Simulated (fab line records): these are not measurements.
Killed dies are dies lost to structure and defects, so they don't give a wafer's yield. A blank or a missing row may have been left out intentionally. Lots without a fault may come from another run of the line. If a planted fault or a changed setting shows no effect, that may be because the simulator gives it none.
Split-lot study | flow gf180mcu | route with 602 steps; 5 lots, 23 wafers read

## SPLIT DETAILS
At GF_PASSIVATION_STRIP_12 (strips in O2/N2), the setting pressure_mtorr was moved away from the recipe's 1500 mTorr on 20 of the 23 wafers read, by -8.8% to +9.5%. For the rest of the wafers, this setting stayed at what the recipe calls for.

The split's own step is where the reading is taken.

## THE READING
oes_product_au, in a.u., at GF_PASSIVATION_STRIP_12 (strips in O2/N2). On this fab line, fault-free wafers typically give 0.718 a.u. with a standard deviation of 0.0041 a.u.

wafer  | tool, chamber at the split | pressure_mtorr as run, mTorr | against the recipe | oes_product_au, a.u. | against lot-mates on the recipe
L075.1 | plasma_asher-04, 0         | 1368                         | -8.8%              | 0.706                | no lot-mate on the recipe
L075.2 | plasma_asher-04, 1         | 1368                         | -8.8%              | 0.698                | no lot-mate on the recipe
L075.4 | plasma_asher-04, 1         | 1368                         | -8.8%              | 0.709                | no lot-mate on the recipe
L075.5 | plasma_asher-04, 0         | 1368                         | -8.8%              | 0.703                | no lot-mate on the recipe
L075.6 | plasma_asher-04, 1         | 1368                         | -8.8%              | 0.699                | no lot-mate on the recipe
L082.1 | plasma_asher-01, 1         | 1642                         | +9.5%              | 0.731                | no lot-mate on the recipe
L082.2 | plasma_asher-01, 0         | 1642                         | +9.5%              | 0.730                | no lot-mate on the recipe
L082.3 | plasma_asher-01, 0         | 1642                         | +9.5%              | 0.732                | no lot-mate on the recipe
L082.4 | plasma_asher-01, 1         | 1642                         | +9.5%              | 0.731                | no lot-mate on the recipe
L082.5 | plasma_asher-01, 0         | 1642                         | +9.5%              | 0.724                | no lot-mate on the recipe
L083.2 | plasma_asher-01, 1         | 1500                         | recipe             | 0.711                | -
L083.3 | plasma_asher-01, 1         | 1500                         | recipe             | 0.721                | -
L083.4 | plasma_asher-01, 0         | 1500                         | recipe             | 0.725                | -
L084.1 | plasma_asher-04, 1         | 1617                         | +7.8%              | 0.727                | no lot-mate on the recipe
L084.2 | plasma_asher-04, 0         | 1617                         | +7.8%              | 0.722                | no lot-mate on the recipe
L084.3 | plasma_asher-04, 1         | 1617                         | +7.8%              | 0.724                | no lot-mate on the recipe
L084.4 | plasma_asher-04, 0         | 1617                         | +7.8%              | 0.735                | no lot-mate on the recipe
L084.5 | plasma_asher-04, 0         | 1617                         | +7.8%              | 0.723                | no lot-mate on the recipe
L085.1 | plasma_asher-04, 0         | 1581                         | +5.4%              | 0.727                | no lot-mate on the recipe
L085.2 | plasma_asher-04, 1         | 1581                         | +5.4%              | 0.729                | no lot-mate on the recipe
L085.3 | plasma_asher-04, 1         | 1581                         | +5.4%              | 0.721                | no lot-mate on the recipe
L085.4 | plasma_asher-04, 0         | 1581                         | +5.4%              | 0.722                | no lot-mate on the recipe
L085.6 | plasma_asher-04, 1         | 1581                         | +5.4%              | 0.723                | no lot-mate on the recipe

THE FIT
A straight line over all 23 wafers: oes_product_au changes by +0.00142 a.u. for each +1% of pressure_mtorr; r = +0.91; the points scatter about the line by 0.0045 a.u.
Too few moved wafers have a lot-mate on the recipe to fit a line with each lot's own level taken away.
Tool readings at the split's step, against how far the setting was moved: oes_product_au r = +0.91; strip_time_to_endpoint_s r = -0.92.

## THE WHOLE CHAIN: every reading that the file lists as answering this split, in the file's order
step                    | what it does    | reading                  | change (the file's fit)                   | r (the file's)
GF_PASSIVATION_STRIP_12 | strips in O2/N2 | oes_product_au           | +0.00141 a.u. for each +1% of the setting | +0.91
GF_PASSIVATION_STRIP_12 | strips in O2/N2 | strip_time_to_endpoint_s | withheld for each +1% of the setting      | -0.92

## FILE'S OWN FIT
oes_product_au changes by +0.00141 a.u. for each +1% of pressure_mtorr, r = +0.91.
